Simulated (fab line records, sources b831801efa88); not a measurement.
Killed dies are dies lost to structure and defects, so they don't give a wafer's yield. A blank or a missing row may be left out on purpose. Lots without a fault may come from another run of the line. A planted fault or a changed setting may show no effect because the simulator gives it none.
One fault seen from 2 desks | flow sky130 | each desk has only its own numbers; what lay behind them comes last

THE METROLOGY DESK
What the gauges read, lot by lot, whatever tool the lot ran on: means of the sampled wafers that have a number. A lot is out of limits, marked OUT, if its mean lies more than 4 standard deviations from the usual mean; the brackets give that distance.
Columns: A = VT_ADJUST_LVTN_OVL at SKY_VT_ADJUST_LVTN_OVL_MEAS_07, usual 0.0 nm; B = cd_nm at SKY_VT_ADJUST_HVTR_CD_MEAS_07, usual 379.4 nm
lot  | first seen here | A    | B
L657 | day 6 22:16     | 0.1  | 381.1
L658 | day 7 05:16     | -1.5 | 378.8
L659 | day 7 11:14     | -0.6 | 379.7
L660 | day 7 13:47     | -2.1 | 378.2
L661 | day 7 19:35     | 0.4  | 378.8
L670 | day 11 02:16    | -1.4 | 380.9
L669 | day 11 02:20    | 4.6  | 378.7
L671 | day 11 03:20    | 2.2  | 383.9
L674 | day 11 16:19    | -0.4 | 375.9
L678 | day 12 16:31    | -1.1 | 378.6
L679 | day 12 20:13    | -0.1 | 377.2
This desk's finding: nothing out of limits on any of the 11 lots.

THE TOOL OWNER'S DESK: iline_stepper-01
The tool's own readings at SKY_VT_ADJUST_LVTN_EXPOSE_04 (exposes mask NWM COMPLEMENT LESS NATIVE, target cd 840 nm): means of the sampled wafers that have a number, for each lot that ran on this tool. A lot is out of limits, marked OUT, if its mean lies more than 4 standard deviations from the usual mean; the brackets give that distance.
Columns: A = focus_offset_nm at SKY_VT_ADJUST_LVTN_EXPOSE_04, usual -0.1 nm
lot  | first seen here | A
L657 | day 6 13:47     | -0.2
L658 | day 6 19:24     | -0.3
L661 | day 7 10:02     | -0.9
L669 | day 10 14:41    | -0.2
This desk's finding: nothing out of limits on any of the 4 lots.

PUT TOGETHER
The metrology desk saw nothing out of limits.
The tool owner's desk saw nothing out of limits.

WHAT THE SIMULATOR HAD PUT IN
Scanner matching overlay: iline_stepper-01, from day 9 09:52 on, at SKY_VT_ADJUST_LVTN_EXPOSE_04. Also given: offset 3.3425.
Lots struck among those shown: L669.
